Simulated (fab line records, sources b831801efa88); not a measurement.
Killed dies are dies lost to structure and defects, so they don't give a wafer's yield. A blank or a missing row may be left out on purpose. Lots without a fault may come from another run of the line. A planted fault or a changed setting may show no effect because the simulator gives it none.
fab line records | flow sky130
record lots=13 wafers=39 last_day=50
route steps=708 shown RES_PROTECT@209 METAL1@437 PAD_OPEN@708
lots that met no fault: from a run of the same line without faults
start_h: hours from the record's first day to the start of the lot's first wafer shown | wait_h: hours since the lot's step before | " the same as in the row above | L1.1+2: a row that stands for several wafers | - no value, or no start given | * or withheld: withheld | < > ~ a bound
route shown NAME@n: a module of which the file shows steps, and the number in the route of the first | usual: mean/standard deviation of fault-free wafers | same: alike in all rows | chamber/n: place in a boat | sites: the reading at each site | _std_site: their standard deviation | _edge_site: outer sites' mean less inner sites' | radius_mm: how far each site lies from the wafer's centre | mask NAME#n: copy n | behind: the tool/chamber that last shaped the wafer | hold: why the lot was held/for how many hours/how that ended | device: the transistor (n, p or np) that didn't switch | end of line: the same wafers' tests at the end of the route | a step without rows: its recipe alone | killed: dies lost to structure and defects at the first sort, not the wafer's yield | map: a wafer's dies, x killed, . not, _ none there
set.NAME: the setting as run; set.NAME@STEP: as run at that earlier step | model.NAME: the simulator's own value behind a step, which no gauge read
steps of the route over a sample of lots; a table a step, a row a wafer
services: from which hour (start_h, from the record's first day; less than 0 if before it) a tool's chamber was out of use, for how many hours, and why
## steps
# step SKY_RES_PROTECT_SOFTBAKE_03
# recipe temp_c=90 time_s=60 resist=NOVOLAK
# usual heater_power_total_W=56.60/0.045 run_length_s=89.06/0.18
# columns lot.wafer tool chamber start_h wait_h heater_power_total_W run_length_s
L175.1 litho_track-03 0 350.26 0.1 56.58 88.90
L175.2 " 0 " " 56.68 88.82
L175.6 " 0 " " 56.55 88.81
L176.2 litho_track-04 0 360.23 0.1 56.69 88.88
L176.5 " 0 " " 56.63 89.03
L176.6 " 0 " " 56.65 88.89
L178.1 litho_track-03 0 374.31 0.1 56.68 88.91
L178.2 " 0 " " 56.54 88.78
L178.5 " 0 " " 56.57 88.91
L182.1 litho_track-01 0 409.96 0.1 57.56 85.83
L182.5 " 0 " " 57.52 85.94
L182.6 " 0 " " 57.53 85.94
L183.3 litho_track-04 0 417.50 0.1 56.57 89.06
L183.4 " 0 " " 56.50 89.13
L183.5 " 0 " " 56.53 89.15
L186.2 litho_track-01 0 440.69 0.1 57.50 86.08
L186.4 " 0 " " 57.62 86.06
L186.5 " 0 " " 57.56 85.92
L187.3 litho_track-04 0 449.75 0.1 56.62 88.89
L187.4 " 0 " " 56.60 89.10
L187.5 " 0 " " 56.57 88.90
L189.1 litho_track-04 0 465.70 0.1 56.54 89.18
L189.2 " 0 " " 56.55 89.10
L189.6 " 0 " " 56.56 88.91
L191.1 litho_track-03 0 487.31 0.1 56.68 88.98
L191.4 " 0 " " 56.60 88.99
L191.5 " 0 " " 56.58 88.85
L192.1 litho_track-04 0 489.60 0.1 56.60 88.91
L192.3 " 0 " " 56.64 89.17
L192.6 " 0 " " 56.57 89.05
L194.4 litho_track-01 0 510.99 0.1 56.59 89.31
L194.5 " 0 " " 56.64 89.35
L194.6 " 0 " " 56.48 89.19
L195.1 litho_track-04 0 526.00 0.1 56.61 88.92
L195.4 " 0 " " 56.63 88.95
L195.6 " 0 " " 56.60 88.97
L196.1 litho_track-01 0 535.86 0.1 56.62 89.43
L196.4 " 0 " " 56.62 89.42
L196.6 " 0 " " 56.58 89.29
# step SKY_METAL1_SPUTTER_03
# recipe material=Ti target_thk_nm=5 power_w=3000 time_s=3.3 chamber_pressure_pa=0.4
# usual chamber_pressure_pa=0.4001/0.00084 throttle_valve_pct=30.3/0.68
# columns lot.wafer tool chamber start_h wait_h chamber_pressure_pa throttle_valve_pct
L175.1 pvd_sputter-04 - 759.42 0.0 0.4006 30.1
L175.2 " - " " 0.4008 30.0
L175.6 " - " " 0.3990 30.6
L176.2 pvd_sputter-04 - 772.75 0.0 0.4018 29.9
L176.5 " - " " 0.4014 30.8
L176.6 " - " " 0.4017 30.1
L178.1 pvd_sputter-04 - 785.62 0.0 0.4008 29.5
L178.2 " - " " 0.3992 30.5
L178.5 " - " " 0.3990 30.2
L182.1 pvd_sputter-02 - 815.47 0.0 0.4012 30.4
L182.5 " - " " 0.4009 30.5
L182.6 " - " " 0.4009 31.0
L183.3 pvd_sputter-02 - 826.33 0.0 0.4002 30.5
L183.4 " - " " 0.3994 30.0
L183.5 " - " " 0.4005 30.1
L186.2 pvd_sputter-02 - 843.56 0.0 0.3983 30.4
L186.4 " - " " 0.3995 30.6
L186.5 " - " " 0.4000 31.3
L187.3 pvd_sputter-02 - 853.44 0.0 0.4019 30.2
L187.4 " - " " 0.4017 30.6
L187.5 " - " " 0.4010 30.3
L189.1 pvd_sputter-04 - 865.75 0.0 0.4011 30.5
L189.2 " - " " 0.3992 30.1
L189.6 " - " " 0.4007 30.9
L191.1 pvd_sputter-01 - 882.81 0.0 0.4000 27.8
L191.4 " - " " 0.4003 31.8
L191.5 " - " " 0.3992 30.3
L192.1 pvd_sputter-01 - 886.19 0.0 0.4001 29.7
L192.3 " - " " 0.3996 31.3
L192.6 " - " " 0.3998 29.8
L194.4 pvd_sputter-02 - 907.02 0.0 0.4001 30.8
L194.5 " - " " 0.3999 30.1
L194.6 " - " " 0.3990 31.0
L195.1 pvd_sputter-01 - 912.50 0.0 0.4007 31.2
L195.4 " - " " 0.4004 30.1
L195.6 " - " " 0.4001 29.6
L196.1 pvd_sputter-04 - 924.67 0.0 0.4000 30.1
L196.4 " - " " 0.4004 30.0
L196.6 " - " " 0.3999 30.1
# step SKY_METAL1_THK_MEAS_06
# recipe thk_meas_gauge=xrf reads=AlCu_of_METAL1_SPUTTER_02
# usual METAL1_ALCU_THK=249.1/2.4
# columns lot.wafer tool chamber start_h wait_h METAL1_ALCU_THK[nm]
L175.1 film_metro-04 - 759.60 0.1 248.2
L175.2 " - " " 248.1
L175.6 " - " " 248.6
L176.2 film_metro-01 - 772.94 0.1 250.5
L176.5 " - " " 250.7
L176.6 " - " " 251.6
L178.1 film_metro-02 - 785.80 0.1 249.2
L178.2 " - " " 248.2
L178.5 " - " " 248.1
L182.1 film_metro-02 - 815.66 0.1 247.4
L182.5 " - " " 246.8
L182.6 " - " " 246.7
L183.3 film_metro-04 - 826.54 0.1 248.0
L183.4 " - " " 249.0
L183.5 " - " " 247.2
L186.2 film_metro-01 - 843.80 0.1 250.3
L186.4 " - " " 251.3
L186.5 " - " " 252.4
L187.3 film_metro-04 - 853.65 0.1 243.5
L187.4 " - " " 247.6
L187.5 " - " " 245.8
L189.1 film_metro-04 - 865.93 0.1 252.1
L189.2 " - " " 251.0
L189.6 " - " " 252.5
L191.1 film_metro-04 - 883.00 0.1 248.9
L191.4 " - " " 249.0
L191.5 " - " " 246.7
L192.1 film_metro-04 - 886.38 0.1 247.4
L192.3 " - " " 249.8
L192.6 " - " " 245.6
L194.4 film_metro-02 - 907.23 0.1 247.1
L194.5 " - " " 246.2
L194.6 " - " " 244.0
L195.1 film_metro-04 - 912.69 0.1 247.4
L195.4 " - " " 249.3
L195.6 " - " " 248.8
L196.1 film_metro-04 - 924.85 0.1 251.3
L196.4 " - " " 251.3
L196.6 " - " " 249.2
# step SKY_METAL1_STRIP_20
# recipe chemistry=O2/N2 power_w=1400 pressure_mtorr=1500 platen_temp_c=withheld o2_flow_sccm=3000 n2_flow_sccm=300 overash_fraction=0.5
# usual drypump_motor_current_A=5.4/0.56 oes_product_au=0.342/0.0046 strip_time_to_endpoint_s=2.68/0.037
# columns lot.wafer tool chamber start_h wait_h drypump_motor_current_A oes_product_au rf_hours_counter_h strip_time_to_endpoint_s
L175.1 plasma_asher-02 1 785.79 0.1 5.0 0.335 4 2.71
L175.2 " 0 " " 5.9 0.346 4 2.73
L175.6 " 1 " " 5.0 0.343 - 2.72
L176.2 plasma_asher-04 1 799.82 0.1 4.8 0.337 98 2.60
L176.5 " 1 " " 4.8 0.334 - 2.65
L176.6 " 0 " " 6.2 0.341 - 2.66
L178.1 plasma_asher-03 1 812.92 0.1 5.7 0.340 37 2.72
L178.2 " 0 " " 4.9 0.343 37 2.68
L178.5 " 1 " " 5.7 0.345 - 2.72
L182.1 plasma_asher-04 1 842.34 0.1 4.8 0.340 102 2.71
L182.5 " 0 " " 6.2 0.350 - 2.68
L182.6 " 1 " " 4.8 0.343 - 2.68
L183.3 plasma_asher-04 1 852.91 0.1 4.8 0.333 - 2.64
L183.4 " 0 " " 6.2 0.341 - 2.66
L183.5 " 0 " " 6.2 0.331 - 2.64
L186.2 plasma_asher-02 0 870.05 0.1 5.9 0.336 14 2.70
L186.4 " 0 " " 5.8 0.334 - 2.69
L186.5 " 0 " " 5.8 0.341 - 2.68
L187.3 plasma_asher-04 1 879.36 0.1 4.8 0.336 - 2.64
L187.4 " 0 " " 6.2 0.348 - 2.66
L187.5 " 0 " " 6.2 0.346 - 2.65
L189.1 plasma_asher-02 1 892.67 0.1 5.0 0.347 16 2.69
L189.2 " 0 " " 5.8 0.343 16 2.62
L189.6 " 0 " " 5.8 0.344 - 2.68
L191.1 plasma_asher-02 1 909.45 0.1 5.0 0.344 18 2.72
L191.4 " 0 " " 5.9 0.340 - 2.71
L191.5 " 1 " " 5.0 0.342 - 2.71
L192.1 plasma_asher-02 0 911.50 0.1 5.9 0.349 19 2.72
L192.3 " 1 " " 5.0 0.349 - 2.74
L192.6 " 0 " " 5.9 0.341 - 2.71
L194.4 plasma_asher-03 0 932.14 0.1 4.9 0.343 - 2.65
L194.5 " 0 " " 4.9 0.338 - 2.62
L194.6 " 1 " " 5.7 0.339 - 2.66
L195.1 plasma_asher-03 0 938.27 0.1 4.9 0.348 48 2.60
L195.4 " 0 " " 4.9 0.337 - 2.59
L195.6 " 1 " " 5.7 0.336 - 2.62
L196.1 plasma_asher-02 1 949.87 0.1 5.0 0.340 23 2.65
L196.4 " 0 " " 5.8 0.337 - 2.65
L196.6 " 1 " " 5.0 0.337 - 2.68
# step SKY_PAD_OPEN_PROBE_99
# usual killed_at_M0_to_M3=43/7.2 killed_at_M4_up=3.0/2 killed_at_contacts=24/5.5 killed_at_front_end=15/4.2 killed_at_other=0.3/0.51 killed_dies=85/10 killed_open=46/7.3 killed_short=38/6.4
# same gross_dies=492 killed_at_back_side=0
# columns lot.wafer tool chamber start_h wait_h killed_at_M0_to_M3 killed_at_M4_up killed_at_contacts killed_at_front_end killed_at_other killed_dies killed_open killed_short
L186.2 prober-02 - 1156.60 0.1 46 6 27 17 0 96 52 44
L186.4 prober-02 - 1156.70 0.2 42 4 24 22 0 92 47 45
L186.5 prober-02 - 1156.75 0.2 34 3 22 14 0 73 32 41
# killed by level:class
L186.2 VIA1:geometric_particle:open=12 CONTACT:geometric_particle:open=9 LI_CONTACT:geometric_particle:open=8 VIA2:geometric_particle:open=7 METAL2:geometric_particle:short=7 FIELD_ISO:geometric_particle:open=5 METAL4:geometric_particle:short=5 POLY_GATE:geometric_particle:short=4
L186.4 METAL2:geometric_particle:short=9 POLY_GATE:geometric_particle:short=8 LI_CONTACT:geometric_particle:open=8 CONTACT:geometric_particle:open=8 VIA1:geometric_particle:open=8 VIA3:geometric_particle:open=7 VIA2:geometric_particle:open=5 FIELD_ISO:geometric_particle:open=4
L186.5 VIA1:geometric_particle:open=7 CONTACT:geometric_particle:short=7 VIA3:geometric_particle:open=6 CONTACT:geometric_particle:open=5 POLY_GATE:geometric_particle:short=4 LI_CONTACT:geometric_particle:short=4 LOCAL_INTERCONNECT:geometric_particle:short=3 METAL1:geometric_particle:short=3
## services
# columns tool chamber start_h hours kind
plasma_asher-03 - 358.85 5.9 repair
pvd_sputter-01 - 370.01 3.3 repair
pvd_sputter-02 - 378.92 6.6 repair
pvd_sputter-02 - 379.30 8.6 repair
pvd_sputter-01 - 406.63 4.4 repair
plasma_asher-04 - 414.44 2.8 pm
plasma_asher-03 - 421.25 9.0 pm
plasma_asher-04 - 441.30 0.4 repair
plasma_asher-02 - 460.69 2.4 repair
pvd_sputter-02 - 469.19 4.8 repair
pvd_sputter-02 - 472.03 5.1 repair
plasma_asher-02 - 478.60 1.2 repair
plasma_asher-03 - 552.33 1.2 repair
pvd_sputter-01 - 572.70 5.8 repair
plasma_asher-02 - 578.95 2.8 pm
pvd_sputter-02 - 605.07 57.9 repair
plasma_asher-02 - 733.75 9.0 pm
pvd_sputter-04 - 812.25 5.8 repair
plasma_asher-04 - 823.22 2.2 repair
plasma_asher-02 - 843.14 2.1 repair
plasma_asher-04 - 849.07 3.3 repair
pvd_sputter-04 - 859.06 4.7 repair
plasma_asher-02 - 881.66 1.8 repair
plasma_asher-04 - 896.20 10.9 repair
## key
first_sign step=SKY_RES_PROTECT_SOFTBAKE_03 reading=heater_power_total_W direction=up sigmas=21 usual=* struck=*
effect step=SKY_RES_PROTECT_SOFTBAKE_03 reading=run_length_s direction=down sigmas=17 usual=* struck=*
met_at SKY_RES_PROTECT_SOFTBAKE_03
struck_lots L182,L186
tester_left_out L182,L186
not_acting_at SKY_METAL1_SPUTTER_03,SKY_METAL1_THK_MEAS_06,SKY_METAL1_STRIP_20
fault kind=process_parameter_drift tool=litho_track-01 chamber=- onset_h=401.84 steps=SKY_RES_PROTECT_SOFTBAKE_03 channel=time_s offset=* shape=step end_h=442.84 acts_in=* stated=*
# tester_left_out: of these lots the tester's yield and bins aren't shown, on N5 and GAA mostly nor the transistor test; their killed dies are dies lost to structure and defects alone, not to doping, threshold or leakage, so they don't give the yield
